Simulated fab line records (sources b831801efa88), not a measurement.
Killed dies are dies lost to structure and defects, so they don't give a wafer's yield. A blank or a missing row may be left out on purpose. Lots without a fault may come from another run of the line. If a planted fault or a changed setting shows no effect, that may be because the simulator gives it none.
Matching of chambers ; flow sky130 ; SKY_POLY_GATE_ETCH_17 on rie_si-01: 4 sister chambers
The step etches poly-Si in HBr/Cl2, stops on SiO2, target depth 180 nm, time 70.5 s. 14 wafers are shown with their chamber, then 7 later ones without.

## EACH WAFER AND ITS CHAMBER
wafer;chamber;drypump_motor_current_A (A);oes_product_au (a.u.);throttle_valve_pct (%)
L599.1;2;6.4;0.983;33.690
L599.2;3;6.2;0.970;33.676
L599.6;3;6.2;0.960;33.695
L603.3;1;5.7;0.992;33.673
L603.4;0;5.2;0.962;33.666
L603.6;0;5.2;0.974;33.689
L604.3;1;5.8;0.995;33.692
L604.5;2;6.4;0.974;33.694
L604.6;3;6.2;0.972;33.688
L610.2;1;5.8;0.985;33.699
L610.3;2;6.4;0.979;33.688
L610.4;3;6.2;0.955;33.689
L612.1;3;6.2;0.962;33.686
L612.4;1;5.8;0.974;33.676

SIGNATURES (averages over the wafers above)
reading;chamber 0;chamber 1;chamber 2;chamber 3;scatter within a chamber
drypump_motor_current_A;5.200;5.775;6.400;6.200;0.0274
oes_product_au;0.96800;0.98650;0.97867;0.96380;0.00758
throttle_valve_pct;33.67750;33.68500;33.69067;33.68680;0.00972
Rule: a wafer's distance from a chamber is the root of the sum, over the readings, of the square of ((its reading less the chamber's mean) divided by the reading's scatter). The wafer belongs to the nearest chamber; if the next one is less than 2 further off, it can't be placed. The scatter is the square root of a quotient: the sum, over the shown wafers, of each reading's squared deviation from its chamber's mean, divided by wafers minus chambers.

## WAFERS MISSING THEIR CHAMBER
wafer;drypump_motor_current_A (A);oes_product_au (a.u.);throttle_valve_pct (%)
L612.6;6.2;0.954;33.674
L618.1;5.2;0.976;33.681
L618.3;5.8;0.988;33.685
L618.6;6.4;0.993;33.675
L620.1;5.2;0.972;33.692
L620.4;6.2;0.970;33.686
L620.6;5.8;0.976;33.690

## CHAMBER TAKEN BY EACH
wafer;from the rows above;in truth
L612.6;3;3
L618.1;0;0
L618.3;1;1
L618.6;2;2
L620.1;0;0
L620.4;3;3
L620.6;1;1
Correctly placed: 7 of 7. Number that these rows cannot place: 0. Wrongly placed: 0.
